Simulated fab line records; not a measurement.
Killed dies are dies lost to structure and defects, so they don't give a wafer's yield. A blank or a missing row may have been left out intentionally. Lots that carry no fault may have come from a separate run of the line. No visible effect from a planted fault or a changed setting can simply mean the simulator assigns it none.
fab line records + flow sky130
[record]
- lots = 6
- wafers = 18
- lastDay = 50
route steps=708 shown POLY_GATE@234 LDD_N@237 PAD_OPEN@708
lots that met no fault: from a run of the same line without faults
startH: hours from the record's opening day to when the first of the lot's shown wafers began + waitH: hours since the lot's step before + " identical to the entry in the row above + L1.1+2: several wafers, shown together as one row + - value missing, or start not given + * or withheld: withheld + < > ~ a bound
route shown NAME@n: names a module that has steps shown in the file, with the first one's number in the route + usual: mean and standard deviation over wafers with no fault + same: alike in all rows + chamber/n: place in a boat + sites: per-site readings + _std_site: how widely they spread, as a standard deviation + _edge_site: the outer-site mean with the inner-site mean subtracted + radiusMm: how far each site lies from the wafer's centre + mask NAME#n: copy n + behind: tool/chamber where the wafer was last shaped + hold: what put the lot on hold/how long, in hours/how the hold closed + device: whichever transistor did not switch (one of n, p or np) + end of line: the tests these same wafers got at the end of their route + step lacking rows: just its recipe + killed: at the first sort, the dies lost to defects and structure; wafer yield is something else + map: a wafer's dies, x killed, . not, _ none there
set.NAME: setting as actually run; set.NAME@STEP: the setting as run at that earlier step + model.NAME: the simulator's own value behind a step, which no gauge read
lots at some steps of the route; a table a step, a row a wafer
services: a tool's chamber out of use, with start hour (startH, from the record's first day; less than 0 if before it), hours out, and reason
[[steps]]
[step SKY_POLY_GATE_OXIDATION_20]
[recipe]
- tempC = 850
- ambient = O2
- stabiliseS = 600
- purgeS = 300
- targetThkA = 40
- oxTimeS = 899
[step SKY_POLY_GATE_THK_MEAS_21]
[recipe]
- reads = SiO2_of_POLY_GATE_OXIDATION_20
[usual]
- POLY_GATE_OXIDATION_THK = 4.01/0.075
| lot.wafer | tool         | chamber | startH | waitH | POLY_GATE_OXIDATION_THK[nm] |
|-----------|--------------|---------|--------|-------|-----------------------------|
| L243.1    | filmMetro-04 | -       | 409.71 | 0.0   | 3.97                        |
| L243.2    | "            | -       | "      | "     | 4.07                        |
| L243.3    | "            | -       | "      | "     | 3.98                        |
| L249.1    | filmMetro-01 | -       | 470.59 | 0.0   | 4.07                        |
| L249.3    | "            | -       | "      | "     | 4.00                        |
| L249.4    | "            | -       | "      | "     | 4.05                        |
| L252.2    | filmMetro-03 | -       | 499.10 | 0.0   | 3.98                        |
| L252.4    | "            | -       | "      | "     | 4.07                        |
| L252.6    | "            | -       | "      | "     | 4.05                        |
| L255.2    | filmMetro-04 | -       | 524.06 | 0.0   | 3.96                        |
| L255.4    | "            | -       | "      | "     | 3.99                        |
| L255.5    | "            | -       | "      | "     | 3.88                        |
| L261.1    | filmMetro-01 | -       | 563.19 | 0.0   | 3.98                        |
| L261.4    | "            | -       | "      | "     | 3.96                        |
| L261.6    | "            | -       | "      | "     | 3.99                        |
| L262.4    | filmMetro-01 | -       | 569.70 | 0.0   | 4.00                        |
| L262.5    | "            | -       | "      | "     | 4.09                        |
| L262.6    | "            | -       | "      | "     | 4.08                        |
[step SKY_POLY_GATE_CD_MEAS_22]
[usual]
- cdNm = 150.3/2.3
| lot.wafer | tool     | chamber | startH | waitH | cdNm  |
|-----------|----------|---------|--------|-------|-------|
| L243.1    | cdSem-01 | -       | 409.77 | 0.1   | 149.0 |
| L243.2    | "        | -       | "      | "     | 149.4 |
| L243.3    | "        | -       | "      | "     | 147.2 |
| L249.1    | cdSem-02 | -       | 470.65 | 0.1   | 148.0 |
| L249.3    | "        | -       | "      | "     | 150.4 |
| L249.4    | "        | -       | "      | "     | 147.9 |
| L252.2    | cdSem-02 | -       | 499.17 | 0.1   | 149.0 |
| L252.4    | "        | -       | "      | "     | 148.0 |
| L252.6    | "        | -       | "      | "     | 146.3 |
| L255.2    | cdSem-01 | -       | 524.14 | 0.1   | 149.8 |
| L255.4    | "        | -       | "      | "     | 148.4 |
| L255.5    | "        | -       | "      | "     | 152.5 |
| L261.1    | cdSem-01 | -       | 563.25 | 0.1   | 153.3 |
| L261.4    | "        | -       | "      | "     | 151.6 |
| L261.6    | "        | -       | "      | "     | 152.7 |
| L262.4    | cdSem-02 | -       | 569.81 | 0.1   | 151.0 |
| L262.5    | "        | -       | "      | "     | 146.7 |
| L262.6    | "        | -       | "      | "     | 153.9 |
[step SKY_LDD_N_DEHYDRATE_00]
[recipe]
- tempC = 200
- timeS = 60
[step SKY_LDD_N_HMDS_01]
[recipe]
- primeTimeS = 60
- primeTempC = 120
[step SKY_LDD_N_COAT_02]
[recipe]
- resist = NOVOLAK
- spinRpm = 3000
- resistThkNm = 300
[step SKY_LDD_N_SOFTBAKE_03]
[recipe]
- tempC = 90
- timeS = 60
- resist = NOVOLAK
[step SKY_LDD_N_EXPOSE_04]
[recipe]
- maskId = NTM
- targetCdNm = 840
- na = 0.6
- sourceShape = conventional
- sigmaOuter = 0.6
- doseMj = 110
[step SKY_LDD_N_PEB_05]
[recipe]
- tempC = withheld
- timeS = *
- resist = NOVOLAK
[step SKY_LDD_N_DEVELOP_06]
[recipe]
- developTimeS = 60
- devTempC = 23
[step SKY_LDD_N_OVL_MEAS_07]
[usual]
- LDD_N_OVL = 0.6/1.4
| lot.wafer | tool       | chamber | startH | waitH | LDD_N_OVL[nm] |
|-----------|------------|---------|--------|-------|---------------|
| L243.1    | overlay-02 | -       | 439.98 | 0.1   | 0.9           |
| L243.2    | "          | -       | "      | "     | 0.0           |
| L243.3    | "          | -       | "      | "     | 1.6           |
| L249.1    | overlay-01 | -       | 501.21 | 0.1   | -0.9          |
| L249.3    | "          | -       | "      | "     | 0.2           |
| L249.4    | "          | -       | "      | "     | 0.1           |
| L252.2    | overlay-02 | -       | 529.85 | 0.1   | 0.4           |
| L252.4    | "          | -       | "      | "     | -0.1          |
| L252.6    | "          | -       | "      | "     | -1.1          |
| L255.2    | overlay-02 | -       | 554.41 | 0.1   | 2.4           |
| L255.4    | "          | -       | "      | "     | 2.4           |
| L255.5    | "          | -       | "      | "     | 1.2           |
| L261.1    | overlay-01 | -       | 592.21 | 0.1   | -2.4          |
| L261.4    | "          | -       | "      | "     | -0.9          |
| L261.6    | "          | -       | "      | "     | -0.3          |
| L262.4    | overlay-02 | -       | 599.26 | 0.1   | 0.9           |
| L262.5    | "          | -       | "      | "     | -0.4          |
| L262.6    | "          | -       | "      | "     | -0.9          |
[step SKY_LDD_N_IMPLANT_08]
[recipe]
- species = As
- energyKev = 20
- doseCm2 = 7.5e+13
- tiltDeg = withheld
- rotationDeg = 23
[step SKY_LDD_N_IMPLANT_09]
[recipe]
- species = As
- energyKev = 20
- doseCm2 = 7.5e+13
- tiltDeg = withheld
- rotationDeg = 113
[usual]
- doseIonsCm2 = 7.5e+13/9.4e+10
- endStationPressureTorr = 5.33e-06/2.8e-07
- faradayCurrentUA = 424/8.3
| lot.wafer | tool         | chamber | startH | waitH | doseIonsCm2 | endStationPressureTorr | faradayCurrentUA |
|-----------|--------------|---------|--------|-------|-------------|------------------------|------------------|
| L243.1    | implanter-04 | 0       | 440.17 | 0.1   | 7.512e+13   | 5.27e-06               | 431              |
| L243.2    | "            | 0       | "      | "     | 7.499e+13   | 5.21e-06               | 429              |
| L243.3    | "            | 0       | "      | "     | 7.498e+13   | 5.35e-06               | 436              |
| L249.1    | implanter-02 | 0       | 501.40 | 0.1   | 1.229e+13   | 4.96e-06               | 70               |
| L249.3    | "            | 0       | "      | "     | 1.238e+13   | 5.66e-06               | 72               |
| L249.4    | "            | 0       | "      | "     | 1.238e+13   | 5.19e-06               | 71               |
| L252.2    | implanter-02 | 0       | 530.05 | 0.1   | 1.229e+13   | 4.61e-06               | 68               |
| L252.4    | "            | 0       | "      | "     | 1.247e+13   | 4.94e-06               | 71               |
| L252.6    | "            | 0       | "      | "     | 1.225e+13   | 5.04e-06               | 72               |
| L255.2    | implanter-01 | 0       | 554.61 | 0.1   | 7.511e+13   | 4.58e-06               | 418              |
| L255.4    | "            | 0       | "      | "     | 7.511e+13   | 5.62e-06               | 427              |
| L255.5    | "            | 0       | "      | "     | 7.505e+13   | 5.8e-06                | 419              |
| L261.1    | implanter-02 | 0       | 592.40 | 0.1   | 7.497e+13   | 5.35e-06               | 422              |
| L261.4    | "            | 0       | "      | "     | 7.5e+13     | 5.43e-06               | 426              |
| L261.6    | "            | 0       | "      | "     | 7.497e+13   | 5.22e-06               | 422              |
| L262.4    | implanter-02 | 0       | 599.50 | 0.1   | 7.495e+13   | 5.42e-06               | 427              |
| L262.5    | "            | 0       | "      | "     | 7.501e+13   | 5.27e-06               | 430              |
| L262.6    | "            | 0       | "      | "     | 7.497e+13   | 5.22e-06               | 425              |
[step SKY_LDD_N_IMPLANT_10]
[recipe]
- species = As
- energyKev = 20
- doseCm2 = 7.5e+13
- tiltDeg = withheld
- rotationDeg = 203
[step SKY_LDD_N_IMPLANT_11]
[recipe]
- species = As
- energyKev = 20
- doseCm2 = 7.5e+13
- tiltDeg = withheld
- rotationDeg = 293
[step SKY_LDD_N_IMPLANT_12]
[recipe]
- species = BF2
- energyKev = 50
- doseCm2 = 5e+12
- tiltDeg = 30
- rotationDeg = 0
[step SKY_LDD_N_IMPLANT_13]
[recipe]
- species = BF2
- energyKev = 50
- doseCm2 = 5e+12
- tiltDeg = 30
- rotationDeg = 90
[step SKY_LDD_N_IMPLANT_14]
[recipe]
- species = BF2
- energyKev = 50
- doseCm2 = 5e+12
- tiltDeg = 30
- rotationDeg = 180
[step SKY_LDD_N_IMPLANT_15]
[recipe]
- species = BF2
- energyKev = 50
- doseCm2 = 5e+12
- tiltDeg = 30
- rotationDeg = 270
[step SKY_LDD_N_STRIP_16]
[recipe]
- chemistry = O2/N2
- powerW = 1400
- pressureMtorr = 1500
- platenTempC = withheld
- o2FlowSccm = 3000
- n2FlowSccm = 300
- overashFraction = 0.5
[usual]
- drypumpMotorCurrentA = 6.00/0.3
- o2FlowSccm = 3000/8.6
- oesProductAu = 0.407/0.0047
- stripTimeToEndpointS = 4.317/0.014
| lot.wafer | tool           | chamber | startH | waitH | drypumpMotorCurrentA | o2FlowSccm | oesProductAu | rfHoursCounterH | stripTimeToEndpointS |
|-----------|----------------|---------|--------|-------|----------------------|------------|--------------|-----------------|----------------------|
| L243.1    | plasmaAsher-01 | 0       | 441.22 | 0.1   | 6.14                 | 2985       | 0.414        | 78              | 4.313                |
| L243.2    | "              | 1       | "      | "     | 6.70                 | 2996       | 0.400        | 78              | 4.337                |
| L243.3    | "              | 1       | "      | "     | 6.70                 | 2996       | 0.408        | -               | 4.313                |
| L249.1    | plasmaAsher-03 | 0       | 502.45 | 0.1   | 5.78                 | 3001       | 0.404        | 38              | 4.151                |
| L249.3    | "              | 1       | "      | "     | 5.72                 | 3005       | 0.408        | -               | 4.176                |
| L249.4    | "              | 0       | "      | "     | 5.81                 | 3000       | 0.405        | -               | 4.168                |
| L252.2    | plasmaAsher-03 | 1       | 531.08 | 0.1   | 5.73                 | 3012       | 0.410        | 43              | 4.157                |
| L252.4    | "              | 0       | "      | "     | 5.79                 | 3003       | 0.409        | -               | 4.164                |
| L252.6    | "              | 0       | "      | "     | 5.82                 | 2992       | 0.411        | -               | 4.143                |
| L255.2    | plasmaAsher-03 | 1       | 555.64 | 0.1   | 5.67                 | 2996       | 0.414        | 46              | 4.348                |
| L255.4    | "              | 1       | "      | "     | 5.72                 | 2991       | 0.403        | -               | 4.336                |
| L255.5    | "              | 1       | "      | "     | 5.68                 | 3000       | 0.412        | -               | 4.303                |
| L261.1    | plasmaAsher-03 | 1       | 593.45 | 0.1   | 5.73                 | 3002       | 0.404        | 51              | 4.302                |
| L261.4    | "              | 1       | "      | "     | 5.73                 | 2991       | 0.402        | -               | 4.299                |
| L261.6    | "              | 0       | "      | "     | 5.79                 | 3002       | 0.408        | -               | 4.289                |
| L262.4    | plasmaAsher-01 | 0       | 600.51 | 0.1   | 6.13                 | 3004       | 0.408        | -               | 4.336                |
| L262.5    | "              | 0       | "      | "     | 6.15                 | 2995       | 0.411        | -               | 4.349                |
| L262.6    | "              | 1       | "      | "     | 6.72                 | 3005       | 0.405        | -               | 4.344                |
[step SKY_LDD_N_TW_MEAS_17]
[usual]
- LDD_N_TW = 2579/25
| lot.wafer | tool         | chamber | startH | waitH | hold                    | LDD_N_TW |
|-----------|--------------|---------|--------|-------|-------------------------|----------|
| L243.1    | filmMetro-02 | -       | 441.32 | 0.1   | -                       | 2551     |
| L243.2    | "            | -       | "      | "     | -                       | 2562     |
| L243.3    | "            | -       | "      | "     | -                       | 2568     |
| L249.1    | filmMetro-02 | -       | 502.55 | 0.1   | awaitDispo/0.2h/release | 2446     |
| L249.3    | "            | -       | "      | "     | awaitDispo/0.2h/release | 2455     |
| L249.4    | "            | -       | "      | "     | awaitDispo/0.2h/release | 2460     |
| L249.1    | filmMetro-02 | -       | 502.77 | 0.2   | -                       | 2451     |
| L249.3    | "            | -       | "      | "     | -                       | 2445     |
| L249.4    | "            | -       | "      | "     | -                       | 2445     |
| L252.2    | filmMetro-04 | -       | 531.19 | 0.1   | -                       | 2492     |
| L252.4    | "            | -       | "      | "     | -                       | 2495     |
| L252.6    | "            | -       | "      | "     | -                       | 2504     |
| L255.2    | filmMetro-03 | -       | 555.75 | 0.1   | -                       | 2564     |
| L255.4    | "            | -       | "      | "     | -                       | 2560     |
| L255.5    | "            | -       | "      | "     | -                       | 2558     |
| L261.1    | filmMetro-02 | -       | 593.55 | 0.1   | -                       | 2544     |
| L261.4    | "            | -       | "      | "     | -                       | 2549     |
| L261.6    | "            | -       | "      | "     | -                       | 2555     |
| L262.4    | filmMetro-02 | -       | 600.61 | 0.1   | -                       | 2562     |
| L262.5    | "            | -       | "      | "     | -                       | 2552     |
| L262.6    | "            | -       | "      | "     | -                       | 2576     |
[step SKY_PAD_OPEN_PROBE_99]
[usual]
- killed_at_M0_to_M3 = 43/6.8
- killed_at_M4_up = 3.2/1.7
- killedAtContacts = 24/5.7
- killedAtFrontEnd = 16/4.3
- killedAtOther = 0.3/0.56
- killedDies = 86/9.5
- killedOpen = 47/6.9
- killedShort = 39/5.8
[same]
- grossDies = 492
- killedAtBackSide = 0
| lot.wafer | tool      | chamber | startH  | waitH | killed_at_M0_to_M3 | killed_at_M4_up | killedAtContacts | killedAtFrontEnd | killedAtOther | killedDies | killedOpen | killedShort | model.etest.tipN.rsOhmSq | model.etest.nfet_01v8.rOnOhmUm | model.etest.nfet_01v8_swapped.driveUaUm | model.etest.nfet_01v8_swapped.vtSatV | model.etest.nfet_01v8_turned.vtV |
|-----------|-----------|---------|---------|-------|--------------------|-----------------|------------------|------------------|---------------|------------|------------|-------------|--------------------------|--------------------------------|-----------------------------------------|--------------------------------------|----------------------------------|
| L243.1    | prober-01 | -       | 1099.98 | 0.1   | 41                 | 2               | 22               | 11               | 0             | 76         | 37         | 39          | 439.9                    | 855.6                          | 481.8                                   | 0.6583                               | 0.709                            |
| L243.2    | prober-01 | -       | 1100.03 | 0.1   | 43                 | 5               | 27               | 14               | 0             | 89         | 51         | 38          | 443.1                    | 851.6                          | 487.9                                   | 0.6513                               | 0.699                            |
| L243.3    | prober-01 | -       | 1100.08 | 0.2   | 43                 | 2               | 25               | 16               | 2             | 88         | 50         | 37          | 442.1                    | 832.3                          | 496.8                                   | 0.6516                               | 0.7022                           |
| L249.1    | prober-02 | -       | 1138.17 | 0.1   | 44                 | 6               | 19               | 11               | 1             | 81         | 48         | 33          | 511.5                    | 877                            | 474                                     | 0.6775                               | 0.7195                           |
| L249.3    | prober-02 | -       | 1138.27 | 0.2   | 47                 | 1               | 16               | 12               | 0             | 76         | 40         | 36          | 511.7                    | 889.6                          | 468.3                                   | 0.6778                               | 0.717                            |
| L249.4    | prober-02 | -       | 1138.32 | 0.2   | 37                 | 2               | 18               | 18               | 0             | 75         | 49         | 26          | 514                      | 893.2                          | 460                                     | 0.6867                               | 0.7261                           |
| L252.2    | prober-01 | -       | 1157.41 | 0.1   | 33                 | 5               | 28               | 15               | 0             | 81         | 50         | 31          | 515.9                    | 858.5                          | 481.6                                   | 0.6677                               | 0.7132                           |
| L252.4    | prober-01 | -       | 1157.51 | 0.2   | 41                 | 3               | 37               | 20               | 0             | 101        | 50         | 51          | 516.5                    | 837.8                          | 500.8                                   | 0.6565                               | 0.7047                           |
| L252.6    | prober-01 | -       | 1157.61 | 0.2   | 48                 | 3               | 24               | 15               | 0             | 90         | 56         | 34          | 515.8                    | 852.5                          | 488.5                                   | 0.6704                               | 0.7132                           |
| L255.2    | prober-02 | -       | 1171.87 | 0.1   | 48                 | 4               | 26               | 12               | 1             | 91         | 45         | 45          | 443.6                    | 822.9                          | 497.8                                   | 0.6594                               | 0.7091                           |
| L255.4    | prober-02 | -       | 1171.97 | 0.2   | 36                 | 3               | 39               | 15               | 0             | 93         | 50         | 43          | 439.1                    | 819.2                          | 511                                     | 0.649                                | 0.7032                           |
| L255.5    | prober-02 | -       | 1172.02 | 0.2   | 52                 | 4               | 30               | 11               | 0             | 97         | 53         | 44          | 439.7                    | 833.5                          | 497.7                                   | 0.654                                | 0.7057                           |
| L261.1    | prober-01 | -       | 1194.86 | 0.1   | 35                 | 2               | 20               | 26               | 0             | 83         | 43         | 38          | 441.1                    | 825.5                          | 503.1                                   | 0.6454                               | 0.6943                           |
| L261.4    | prober-01 | -       | 1195.01 | 0.2   | 41                 | 2               | 20               | 14               | 3             | 80         | 42         | 36          | 441.8                    | 821.8                          | 509.5                                   | 0.6376                               | 0.6931                           |
| L261.6    | prober-01 | -       | 1195.11 | 0.2   | 46                 | 3               | 17               | 15               | 1             | 82         | 41         | 40          | 445.5                    | 827.6                          | 508.9                                   | 0.6415                               | 0.6926                           |
| L262.4    | prober-01 | -       | 1198.74 | 0.2   | 39                 | 2               | 35               | 11               | 0             | 87         | 52         | 35          | 441.8                    | 838.6                          | 500.5                                   | 0.6462                               | 0.7018                           |
| L262.5    | prober-01 | -       | 1198.79 | 0.2   | 42                 | 2               | 31               | 15               | 0             | 90         | 54         | 34          | 441.4                    | 818.7                          | 510.6                                   | 0.6377                               | 0.7003                           |
| L262.6    | prober-01 | -       | 1198.84 | 0.2   | 33                 | 5               | 27               | 15               | 0             | 80         | 45         | 32          | 439.6                    | 841.9                          | 494.8                                   | 0.652                                | 0.703                            |
// killed by level:class
L243.1 VIA3:geometricParticle:open=11 VIA3:geometricParticle:short=9 VIA1:geometricParticle:open=8 CONTACT:geometricParticle:short=6 LOCAL_INTERCONNECT:geometricParticle:short=5 CONTACT:geometricParticle:open=5 METAL2:geometricParticle:short=5 POLY_GATE:geometricParticle:open=4
L243.2 VIA3:geometricParticle:open=9 CONTACT:geometricParticle:open=8 VIA2:geometricParticle:open=8 LI_CONTACT:geometricParticle:open=7 LOCAL_INTERCONNECT:geometricParticle:short=7 VIA3:geometricParticle:short=7 VIA1:geometricParticle:open=6 POLY_GATE:geometricParticle:short=5
L243.3 CONTACT:geometricParticle:open=8 LI_CONTACT:geometricParticle:open=7 VIA3:geometricParticle:open=7 FIELD_ISO:geometricParticle:open=6 POLY_GATE:geometricParticle:short=5 VIA1:geometricParticle:open=5 VIA2:geometricParticle:open=5 VIA3:geometricParticle:short=5
L249.1 VIA1:geometricParticle:open=14 VIA2:geometricParticle:short=7 CONTACT:geometricParticle:open=6 LI_CONTACT:geometricParticle:open=6 VIA2:geometricParticle:open=6 LOCAL_INTERCONNECT:geometricParticle:short=5 METAL1:geometricParticle:short=5 VIA3:geometricParticle:open=5
L249.3 VIA2:geometricParticle:open=12 METAL1:geometricParticle:short=7 VIA1:geometricParticle:open=7 CONTACT:geometricParticle:open=6 VIA3:geometricParticle:open=6 METAL3:geometricParticle:short=4 VIA1:geometricParticle:short=4 FIELD_ISO:geometricParticle:short=3
L249.4 VIA2:geometricParticle:open=11 FIELD_ISO:geometricParticle:open=9 CONTACT:geometricParticle:open=9 METAL1:geometricParticle:short=7 METAL2:geometricParticle:short=6 LI_CONTACT:geometricParticle:open=5 VIA3:geometricParticle:open=4 SPACER:geometricParticle:short=3
L252.2 VIA1:geometricParticle:open=10 CONTACT:geometricParticle:open=9 LI_CONTACT:geometricParticle:open=8 CONTACT:geometricParticle:short=6 VIA1:geometricParticle:short=5 VIA2:geometricParticle:open=5 FIELD_ISO:geometricParticle:short=4 VIA3:geometricParticle:short=4
L252.4 LI_CONTACT:geometricParticle:open=10 CONTACT:geometricParticle:open=10 VIA1:geometricParticle:open=8 VIA2:geometricParticle:open=7 POLY_GATE:geometricParticle:short=6 CONTACT:geometricParticle:short=6 FIELD_ISO:geometricParticle:short=5 LOCAL_INTERCONNECT:geometricParticle:short=5
L252.6 VIA1:geometricParticle:open=14 LI_CONTACT:geometricParticle:open=10 VIA3:geometricParticle:open=8 CONTACT:geometricParticle:open=7 METAL2:geometricParticle:short=7 POLY_GATE:geometricParticle:open=5 VIA2:geometricParticle:open=5 METAL1:geometricParticle:short=5
L255.2 CONTACT:geometricParticle:open=8 VIA2:geometricParticle:open=8 VIA1:geometricParticle:open=7 LI_CONTACT:geometricParticle:open=7 METAL2:geometricParticle:short=7 METAL3:geometricParticle:short=7 VIA2:geometricParticle:short=6 METAL1:geometricParticle:short=5
L255.4 CONTACT:geometricParticle:open=15 VIA3:geometricParticle:open=7 LI_CONTACT:geometricParticle:open=6 LOCAL_INTERCONNECT:geometricParticle:short=6 CONTACT:geometricParticle:short=6 VIA1:geometricParticle:open=6 POLY_GATE:geometricParticle:open=5 LI_CONTACT:geometricParticle:short=5
L255.5 CONTACT:geometricParticle:open=14 VIA3:geometricParticle:open=12 VIA1:geometricParticle:short=10 LI_CONTACT:geometricParticle:open=8 VIA1:geometricParticle:open=6 VIA2:geometricParticle:open=6 METAL3:geometricParticle:short=5 CONTACT:geometricParticle:short=5
L261.1 FIELD_ISO:geometricParticle:open=12 VIA1:geometricParticle:open=11 LI_CONTACT:geometricParticle:open=8 FIELD_ISO:geometricParticle:short=6 LOCAL_INTERCONNECT:geometricParticle:short=6 METAL1:geometricParticle:short=6 VIA3:geometricParticle:open=5 CONTACT:geometricParticle:short=4
L261.4 CONTACT:geometricParticle:open=9 VIA3:geometricParticle:open=7 VIA1:geometricParticle:open=7 METAL2:geometricParticle:short=7 LI_CONTACT:geometricParticle:open=5 LOCAL_INTERCONNECT:geometricParticle:short=5 VIA1:geometricParticle:short=5 METAL1:geometricParticle:short=4
L261.6 VIA1:geometricParticle:open=11 VIA2:geometricParticle:open=9 CONTACT:geometricParticle:open=8 FIELD_ISO:geometricParticle:short=7 VIA3:geometricParticle:open=7 METAL1:geometricParticle:short=6 CONTACT:geometricParticle:short=6 POLY_GATE:geometricParticle:short=4
L262.4 CONTACT:geometricParticle:open=14 CONTACT:geometricParticle:short=9 LI_CONTACT:geometricParticle:open=8 VIA3:geometricParticle:open=6 VIA1:geometricParticle:open=6 VIA2:geometricParticle:open=6 POLY_GATE:geometricParticle:open=4 METAL2:geometricParticle:short=4
L262.5 CONTACT:geometricParticle:open=11 VIA1:geometricParticle:open=10 VIA3:geometricParticle:open=9 LI_CONTACT:geometricParticle:open=7 CONTACT:geometricParticle:short=6 METAL2:geometricParticle:short=5 FIELD_ISO:geometricParticle:short=4 LOCAL_INTERCONNECT:geometricParticle:short=4
L262.6 CONTACT:geometricParticle:open=8 POLY_GATE:geometricParticle:open=7 VIA3:geometricParticle:open=6 CONTACT:geometricParticle:short=6 VIA2:geometricParticle:open=6 LI_CONTACT:geometricParticle:open=6 VIA1:geometricParticle:open=5 POLY_GATE:geometricParticle:short=4
[[services]]
| tool           | chamber | startH | hours | kind   |
|----------------|---------|--------|-------|--------|
| plasmaAsher-01 | -       | 434.14 | 1.2   | repair |
| implanter-02   | -       | 438.13 | 4.4   | repair |
| implanter-04   | -       | 442.40 | 0.6   | repair |
| implanter-01   | -       | 460.43 | 2.0   | repair |
| implanter-04   | -       | 461.23 | 1.5   | repair |
| implanter-02   | -       | 475.75 | 0.8   | repair |
| implanter-04   | -       | 512.16 | 2.8   | repair |
| implanter-01   | -       | 524.46 | 6.7   | repair |
| implanter-04   | -       | 588.37 | 1.0   | repair |
| implanter-04   | -       | 592.46 | 3.9   | repair |
[[key]]
[firstSign]
- step = SKY_LDD_N_IMPLANT_09
- reading = doseIonsCm2
- direction = down
- sigmas = 99+
- usual = *
- struck = *
[effect]
- step = SKY_LDD_N_IMPLANT_09
- reading = faradayCurrentUA
- direction = down
- sigmas = 43
- usual = 424
- struck = 71
[effect]
- step = SKY_LDD_N_STRIP_16
- reading = stripTimeToEndpointS
- direction = down
- sigmas = 11
- usual = *
- struck = *
[effect]
- step = SKY_LDD_N_TW_MEAS_17
- reading = visit
- direction = added
[modelEffect]
- step = SKY_PAD_OPEN_PROBE_99
- value = etest.tipN.rsOhmSq
- without = 439.9
- struck = 514.2
metAt SKY_LDD_N_IMPLANT_09
struckWafers L249.1,L249.3,L249.4,L252.2,L252.4,L252.6
testerLeftOut L249,L252
[fault]
- kind = processParameterDrift
- tool = implanter-02
- chamber = -
- onsetH = 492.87
- steps = SKY_LDD_N_IMPLANT_09
- channel = doseCm2
- offset = *
- shape = step
- endH = 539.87
- actsIn = *
- stated = *
// testerLeftOut: of these lots the tester's yield and bins aren't shown, on N5 and GAA mostly nor the transistor test; their killed dies are dies lost to structure and defects alone, not to doping, threshold or leakage, so they don't give the yield
